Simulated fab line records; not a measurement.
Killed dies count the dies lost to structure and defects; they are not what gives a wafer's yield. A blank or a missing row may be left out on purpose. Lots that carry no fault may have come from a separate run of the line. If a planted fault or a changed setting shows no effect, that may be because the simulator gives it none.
A struck lot beside a sound one | flow sky130 | 25 steps out of a route of 708
Sound: these wafers, L882.1, L882.4, L882.6. The struck wafers were L876.3, L876.5, L876.6. At the end, the cause is stated.
Each step with rows lists, per side, the tool, then ch with its chambers, then its first start. Under that, the readings that differ: sound wafers | struck wafers | difference of the means | sigmas: that difference in standard deviations of wafers without a fault.
alike: a reading whose means differ by less than 2 such deviations, as well as words and numbers matching on both sides. not compared: withheld readings; readings where some wafer has no value; bounds like >300 that might hide an equal value; numbers whose values overlap and for which the record gives no deviation.
The two part at a step that has a row with sigmas, a row that says differs or no value, or rows on one side only. Non-overlapping numbers with no deviation appear without sigmas and do not part them. Lack of a reading on every wafer of one side parts them only where that side has two or more wafers.

SKY_NWELL_RS_MEAS_31: uses a four-point probe to measure.
  sound on filmMetro-02, day 9 17:47; struck on filmMetro-02, day 8 10:56
  alike: PWDE_RS
then, 7 steps without rows for these wafers: SKY_VT_ADJUST_HVTP_DEHYDRATE_00 (time 60 s); SKY_VT_ADJUST_HVTP_HMDS_01 (prime time 60 s); SKY_VT_ADJUST_HVTP_COAT_02 (resist thk 1140 nm); SKY_VT_ADJUST_HVTP_SOFTBAKE_03 (time 60 s); SKY_VT_ADJUST_HVTP_EXPOSE_04 (exposes mask HVTPM, target cd 380 nm); SKY_VT_ADJUST_HVTP_PEB_05; SKY_VT_ADJUST_HVTP_DEVELOP_06 (develop time 60 s).
SKY_VT_ADJUST_HVTP_CD_MEAS_07 targets a cd of 380 nm.
  sound on cdSem-01, day 10 14:48; struck on cdSem-01, day 9 07:26
  alike: cdNm
SKY_VT_ADJUST_HVTP_OVL_MEAS_08:
  sound on overlay-01, day 10 14:55; struck on overlay-01, day 9 07:32
  alike: VT_ADJUST_HVTP_OVL
after that, 1 step had no rows for these wafers: SKY_VT_ADJUST_HVTP_IMPLANT_09.
SKY_VT_ADJUST_HVTP_STRIP_10: strips in O2/N2.
  sound on plasmaAsher-02 ch 0,1, day 10 15:07; struck on plasmaAsher-04 ch 0,1, day 9 07:44
  no value came back on the struck wafers for chamberPressureMTorr (mTorr), drypumpMotorCurrentA (A), oesProductAu (a.u.), stripTimeToEndpointS (s); on the sound wafers chamberPressureMTorr (mTorr) reads 1499.3 1499.2 1500.0
reading                                            | sound | struck         | difference | sigmas
model.NOVOLAK_of_VT_ADJUST_HVTP_COAT_02.thkNm (nm) | 0 0 0 | 1144 1141 1141 | +1142      | 
  not compared: rfHoursCounterH
SKY_VT_ADJUST_HVTP_TW_MEAS_11:
  sound on filmMetro-04, day 10 15:13; struck on filmMetro-03, day 9 07:50
  alike: VT_ADJUST_HVTP_TW
then, 7 steps without rows for these wafers: SKY_VT_ADJUST_LVTN_DEHYDRATE_00 (time 60 s); SKY_VT_ADJUST_LVTN_HMDS_01 (prime time 60 s); SKY_VT_ADJUST_LVTN_COAT_02 (resist thk 3000 nm); SKY_VT_ADJUST_LVTN_SOFTBAKE_03; SKY_VT_ADJUST_LVTN_EXPOSE_04 (exposes mask NWM COMPLEMENT LESS NATIVE, target cd 840 nm); SKY_VT_ADJUST_LVTN_PEB_05; SKY_VT_ADJUST_LVTN_DEVELOP_06 (develop time 60 s).
SKY_VT_ADJUST_LVTN_OVL_MEAS_07:
  sound on overlay-02, day 11 14:50; struck on overlay-01, day 10 05:10
  alike: VT_ADJUST_LVTN_OVL
after that, 1 step had no rows for these wafers: SKY_VT_ADJUST_LVTN_IMPLANT_08.
SKY_VT_ADJUST_LVTN_STRIP_09: strips in O2/N2.
  sound on plasmaAsher-03 ch 0, day 11 15:01; struck on plasmaAsher-04 ch 0,1, day 10 05:22
reading                  | sound             | struck            | difference | sigmas
stripTimeToEndpointS (s) | 37.17 37.11 37.17 | 53.92 53.64 53.75 | +16.62     | +99 or more
  alike: chamberPressureMTorr, drypumpMotorCurrentA, oesProductAu
  not compared: rfHoursCounterH
SKY_VT_ADJUST_LVTN_TW_MEAS_10:
  sound on filmMetro-02, day 11 15:07; struck on filmMetro-02, day 10 05:28
reading           | sound             | struck         | difference | sigmas
VT_ADJUST_LVTN_TW | 242.7 242.8 243.3 | 30.3 30.2 30.3 | -212.7     | -89
then, 1 step without rows for these wafers: SKY_VT_ADJUST_LVTN_DEHYDRATE_11 (time 60 s).

== WHERE THEY PART ==
First at SKY_VT_ADJUST_HVTP_STRIP_10; last, within this record, at SKY_VT_ADJUST_LVTN_TW_MEAS_10.

WHY: whatever the simulator had introduced
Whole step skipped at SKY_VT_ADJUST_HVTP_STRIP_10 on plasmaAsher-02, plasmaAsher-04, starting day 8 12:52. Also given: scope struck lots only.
